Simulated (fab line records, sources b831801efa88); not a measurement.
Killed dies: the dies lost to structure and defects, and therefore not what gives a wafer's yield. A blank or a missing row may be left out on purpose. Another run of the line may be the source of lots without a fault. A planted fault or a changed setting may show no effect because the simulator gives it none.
Which of the tools did it? || flow gf180mcu || Sampling: 14 lots, 42 wafers, 4 of 602 route steps

WHAT THE GAUGES SHOWED, per wafer
GF_V1_CD_MEAS_14: the cd target is 260 nm. Usual: cdNm 259.7 nm, standard deviation 1.4.
{"lot": "L533", "measured": "day 18 18:28", "on": "cdSem-01", "cdNm (nm)": "261.7 261.8 260.0", "flag": ""}
{"lot": "L535", "measured": "day 19 09:10", "on": "cdSem-02", "cdNm (nm)": "258.7 258.6 259.3", "flag": ""}
{"lot": "L542", "measured": "day 22 11:25", "on": "cdSem-01", "cdNm (nm)": "259.8 261.2 261.2", "flag": ""}
{"lot": "L543", "measured": "day 22 18:13", "on": "cdSem-02", "cdNm (nm)": "260.7 260.9 259.3", "flag": ""}
{"lot": "L544", "measured": "day 22 21:25", "on": "cdSem-01", "cdNm (nm)": "260.3 261.0 259.6", "flag": ""}
{"lot": "L545", "measured": "day 23 03:45", "on": "cdSem-01", "cdNm (nm)": "257.2 256.8 257.4", "flag": ""}
{"lot": "L546", "measured": "day 23 09:54", "on": "cdSem-02", "cdNm (nm)": "260.7 260.1 262.5", "flag": ""}
{"lot": "L548", "measured": "day 24 09:02", "on": "cdSem-01", "cdNm (nm)": "259.4 258.2 259.5", "flag": ""}
{"lot": "L547", "measured": "day 24 11:28", "on": "cdSem-01", "cdNm (nm)": "259.9 260.1 259.1", "flag": ""}
{"lot": "L549", "measured": "day 24 21:00", "on": "cdSem-01", "cdNm (nm)": "259.7 258.6 258.5", "flag": ""}
{"lot": "L550", "measured": "day 24 21:43", "on": "cdSem-02", "cdNm (nm)": "258.9 259.5 259.8", "flag": ""}
{"lot": "L552", "measured": "day 25 13:29", "on": "cdSem-01", "cdNm (nm)": "260.6 260.3 260.8", "flag": ""}
{"lot": "L553", "measured": "day 25 18:14", "on": "cdSem-02", "cdNm (nm)": "260.7 259.7 259.8", "flag": ""}
{"lot": "L555", "measured": "day 26 05:59", "on": "cdSem-01", "cdNm (nm)": "258.7 257.6 259.8", "flag": ""}

GF_M2_CD_MEAS_14: the cd target is 280 nm. Usual: cdNm 279.8 nm, standard deviation 1.1.
{"lot": "L533", "measured": "day 19 20:54", "on": "cdSem-02", "cdNm (nm)": "279.9 279.9 279.9", "flag": ""}
{"lot": "L535", "measured": "day 20 11:22", "on": "cdSem-01", "cdNm (nm)": "278.4 279.3 278.8", "flag": ""}
{"lot": "L542", "measured": "day 23 12:00", "on": "cdSem-02", "cdNm (nm)": "- - -", "flag": "OFF"}
{"lot": "L543", "measured": "day 23 18:52", "on": "cdSem-02", "cdNm (nm)": "- - -", "flag": "OFF"}
{"lot": "L544", "measured": "day 23 21:40", "on": "cdSem-01", "cdNm (nm)": "278.5 278.3 279.4", "flag": ""}
{"lot": "L545", "measured": "day 24 03:30", "on": "cdSem-01", "cdNm (nm)": "280.0 278.9 280.4", "flag": ""}
{"lot": "L546", "measured": "day 24 09:07", "on": "cdSem-02", "cdNm (nm)": "278.2 278.6 280.1", "flag": ""}
{"lot": "L548", "measured": "day 25 08:15", "on": "cdSem-01", "cdNm (nm)": "279.9 278.4 279.9", "flag": ""}
{"lot": "L547", "measured": "day 25 10:37", "on": "cdSem-02", "cdNm (nm)": "280.7 280.8 280.8", "flag": ""}
{"lot": "L549", "measured": "day 25 19:12", "on": "cdSem-01", "cdNm (nm)": "281.2 280.3 280.4", "flag": ""}
{"lot": "L550", "measured": "day 25 21:04", "on": "cdSem-01", "cdNm (nm)": "280.2 279.8 280.8", "flag": ""}
{"lot": "L552", "measured": "day 26 12:25", "on": "cdSem-01", "cdNm (nm)": "278.3 278.9 278.6", "flag": ""}
{"lot": "L553", "measured": "day 26 17:20", "on": "cdSem-01", "cdNm (nm)": "280.9 282.3 280.6", "flag": ""}
{"lot": "L555", "measured": "day 27 04:22", "on": "cdSem-01", "cdNm (nm)": "280.8 280.5 280.4", "flag": ""}

TOOL THAT RAN EACH LOT (tool first, then ch and the chambers of the sampled wafers, then the start)
{"lot": "L533", "GF_V1_STRIP_18": "plasmaAsher-03 ch 0,1, day 18 18:44", "GF_M2_EXPOSE_11": "krfScanner-01 ch 0, day 19 08:25"}
{"lot": "L535", "GF_V1_STRIP_18": "plasmaAsher-01 ch 0,1, day 19 09:26", "GF_M2_EXPOSE_11": "krfScanner-01 ch 0, day 19 23:13"}
{"lot": "L542", "GF_V1_STRIP_18": "plasmaAsher-03 ch 0,1, day 22 11:41", "GF_M2_EXPOSE_11": "krfScanner-02, day 23 00:56"}
{"lot": "L543", "GF_V1_STRIP_18": "plasmaAsher-01 ch 0,1, day 22 18:29", "GF_M2_EXPOSE_11": "krfScanner-01, day 23 07:23"}
{"lot": "L544", "GF_V1_STRIP_18": "plasmaAsher-03 ch 0,1, day 22 21:41", "GF_M2_EXPOSE_11": "krfScanner-02 ch 0, day 23 10:31"}
{"lot": "L545", "GF_V1_STRIP_18": "plasmaAsher-04 ch 0,1, day 23 04:01", "GF_M2_EXPOSE_11": "krfScanner-01 ch 0, day 23 17:38"}
{"lot": "L546", "GF_V1_STRIP_18": "plasmaAsher-04 ch 0,1, day 23 10:11", "GF_M2_EXPOSE_11": "krfScanner-01 ch 0, day 23 22:58"}
{"lot": "L548", "GF_V1_STRIP_18": "plasmaAsher-01 ch 0,1, day 24 09:17", "GF_M2_EXPOSE_11": "krfScanner-01 ch 0, day 24 22:18"}
{"lot": "L547", "GF_V1_STRIP_18": "plasmaAsher-01 ch 0,1, day 24 11:49", "GF_M2_EXPOSE_11": "krfScanner-01 ch 0, day 25 00:00"}
{"lot": "L549", "GF_V1_STRIP_18": "plasmaAsher-04 ch 1, day 24 21:16", "GF_M2_EXPOSE_11": "krfScanner-02 ch 0, day 25 08:59"}
{"lot": "L550", "GF_V1_STRIP_18": "plasmaAsher-03 ch 0,1, day 24 22:00", "GF_M2_EXPOSE_11": "krfScanner-01 ch 0, day 25 10:26"}
{"lot": "L552", "GF_V1_STRIP_18": "plasmaAsher-04 ch 0,1, day 25 13:46", "GF_M2_EXPOSE_11": "krfScanner-02 ch 0, day 26 01:50"}
{"lot": "L553", "GF_V1_STRIP_18": "plasmaAsher-01 ch 0,1, day 25 18:31", "GF_M2_EXPOSE_11": "krfScanner-01 ch 0, day 26 06:23"}
{"lot": "L555", "GF_V1_STRIP_18": "plasmaAsher-04 ch 0,1, day 26 06:16", "GF_M2_EXPOSE_11": "krfScanner-01 ch 0, day 26 18:52"}
- GF_V1_STRIP_18: strips in O2/N2.
- GF_M2_EXPOSE_11: exposes mask Metal2, target cd 280 nm.

WHAT THE TOOLS THEMSELVES READ (means of the sampled wafers that have a number; where no wafer has one, the mark that the record gives instead)
GF_V1_STRIP_18. Usual: drypumpMotorCurrentA 5.6 A, standard deviation 0.37; heaterPowerW 346 W, standard deviation 18; n2FlowSccm 299.9 sccm, standard deviation 1; oesProductAu 0.592 a.u., standard deviation 0.0044.
{"lot": "L533", "tool": "plasmaAsher-03", "drypumpMotorCurrentA (A)": 5.7, "heaterPowerW (W)": 360, "n2FlowSccm (sccm)": 300.2, "oesProductAu (a.u.)": 0.590, "flag": ""}
{"lot": "L535", "tool": "plasmaAsher-01", "drypumpMotorCurrentA (A)": 5.5, "heaterPowerW (W)": 339, "n2FlowSccm (sccm)": 300.6, "oesProductAu (a.u.)": 0.593, "flag": ""}
{"lot": "L542", "tool": "plasmaAsher-03", "drypumpMotorCurrentA (A)": 5.7, "heaterPowerW (W)": 360, "n2FlowSccm (sccm)": 297.7, "oesProductAu (a.u.)": 0.592, "flag": ""}
{"lot": "L543", "tool": "plasmaAsher-01", "drypumpMotorCurrentA (A)": 5.2, "heaterPowerW (W)": 341, "n2FlowSccm (sccm)": 300.1, "oesProductAu (a.u.)": 0.587, "flag": ""}
{"lot": "L544", "tool": "plasmaAsher-03", "drypumpMotorCurrentA (A)": 5.7, "heaterPowerW (W)": 356, "n2FlowSccm (sccm)": 300.3, "oesProductAu (a.u.)": 0.594, "flag": ""}
{"lot": "L545", "tool": "plasmaAsher-04", "drypumpMotorCurrentA (A)": 5.7, "heaterPowerW (W)": 337, "n2FlowSccm (sccm)": 299.7, "oesProductAu (a.u.)": 0.594, "flag": ""}
{"lot": "L546", "tool": "plasmaAsher-04", "drypumpMotorCurrentA (A)": 5.8, "heaterPowerW (W)": 335, "n2FlowSccm (sccm)": 301.0, "oesProductAu (a.u.)": 0.591, "flag": ""}
{"lot": "L548", "tool": "plasmaAsher-01", "drypumpMotorCurrentA (A)": 5.2, "heaterPowerW (W)": 343, "n2FlowSccm (sccm)": 299.6, "oesProductAu (a.u.)": 0.590, "flag": ""}
{"lot": "L547", "tool": "plasmaAsher-01", "drypumpMotorCurrentA (A)": 5.5, "heaterPowerW (W)": 344, "n2FlowSccm (sccm)": 300.2, "oesProductAu (a.u.)": 0.593, "flag": ""}
{"lot": "L549", "tool": "plasmaAsher-04", "drypumpMotorCurrentA (A)": 5.7, "heaterPowerW (W)": 328, "n2FlowSccm (sccm)": 299.5, "oesProductAu (a.u.)": 0.595, "flag": ""}
{"lot": "L550", "tool": "plasmaAsher-03", "drypumpMotorCurrentA (A)": 5.7, "heaterPowerW (W)": 366, "n2FlowSccm (sccm)": 299.5, "oesProductAu (a.u.)": 0.592, "flag": ""}
{"lot": "L552", "tool": "plasmaAsher-04", "drypumpMotorCurrentA (A)": 5.8, "heaterPowerW (W)": 337, "n2FlowSccm (sccm)": 300.6, "oesProductAu (a.u.)": 0.593, "flag": ""}
{"lot": "L553", "tool": "plasmaAsher-01", "drypumpMotorCurrentA (A)": 5.2, "heaterPowerW (W)": 337, "n2FlowSccm (sccm)": 298.9, "oesProductAu (a.u.)": 0.593, "flag": ""}
{"lot": "L555", "tool": "plasmaAsher-04", "drypumpMotorCurrentA (A)": 5.8, "heaterPowerW (W)": 343, "n2FlowSccm (sccm)": 300.5, "oesProductAu (a.u.)": 0.595, "flag": ""}

GF_M2_EXPOSE_11. Usual: exposureDoseMJCm2 27.982, standard deviation 0.029; focusOffsetNm 0.1 nm, standard deviation 0.55.
{"lot": "L533", "tool": "krfScanner-01", "exposureDoseMJCm2": 27.969, "focusOffsetNm (nm)": 0.4, "flag": ""}
{"lot": "L535", "tool": "krfScanner-01", "exposureDoseMJCm2": 27.962, "focusOffsetNm (nm)": -0.4, "flag": ""}
{"lot": "L542", "tool": "krfScanner-02", "exposureDoseMJCm2": "-", "focusOffsetNm (nm)": "-", "flag": "OFF"}
{"lot": "L543", "tool": "krfScanner-01", "exposureDoseMJCm2": "-", "focusOffsetNm (nm)": "-", "flag": "OFF"}
{"lot": "L544", "tool": "krfScanner-02", "exposureDoseMJCm2": 27.993, "focusOffsetNm (nm)": 0.0, "flag": ""}
{"lot": "L545", "tool": "krfScanner-01", "exposureDoseMJCm2": 27.943, "focusOffsetNm (nm)": 0.5, "flag": ""}
{"lot": "L546", "tool": "krfScanner-01", "exposureDoseMJCm2": 27.977, "focusOffsetNm (nm)": 0.4, "flag": ""}
{"lot": "L548", "tool": "krfScanner-01", "exposureDoseMJCm2": 27.982, "focusOffsetNm (nm)": -0.1, "flag": ""}
{"lot": "L547", "tool": "krfScanner-01", "exposureDoseMJCm2": 28.035, "focusOffsetNm (nm)": 0.6, "flag": ""}
{"lot": "L549", "tool": "krfScanner-02", "exposureDoseMJCm2": 28.018, "focusOffsetNm (nm)": -0.1, "flag": ""}
{"lot": "L550", "tool": "krfScanner-01", "exposureDoseMJCm2": 27.967, "focusOffsetNm (nm)": 0.8, "flag": ""}
{"lot": "L552", "tool": "krfScanner-02", "exposureDoseMJCm2": 27.983, "focusOffsetNm (nm)": -0.1, "flag": ""}
{"lot": "L553", "tool": "krfScanner-01", "exposureDoseMJCm2": 27.956, "focusOffsetNm (nm)": -0.3, "flag": ""}
{"lot": "L555", "tool": "krfScanner-01", "exposureDoseMJCm2": 27.925, "focusOffsetNm (nm)": 0.7, "flag": ""}

THE ANSWER, worked out from the rows above alone
Rule: take the mean of a lot's wafers that have a number; if it is more than 3 standard deviations from the usual mean, the lot is off. Also off: a lot with no number at a reading for which 4 or more lots have one. Where the step has rows for the other lots, those lots are counted as sound. First the gauges in route order, then the tools' own readings, where a lot's mean is used as printed above. At the first step where some lot is off, the reading lying furthest off is the one used; lots without a number count as furthest.
Off: L542, L543 (GF_M2_CD_MEAS_14, cdNm). Without a number there: L542, L543.
A tool fits if, at a process step before that reading, it ran every lot that is off, and no sound lot after the first of them. The gauges at GF_M2_CD_MEAS_14 aren't tried: what is off there is off at GF_M2_EXPOSE_11 too, on other tools, and a gauge's error can't cause that. Of those tried, none fits.

WHAT THE SIMULATOR HAD PUT IN
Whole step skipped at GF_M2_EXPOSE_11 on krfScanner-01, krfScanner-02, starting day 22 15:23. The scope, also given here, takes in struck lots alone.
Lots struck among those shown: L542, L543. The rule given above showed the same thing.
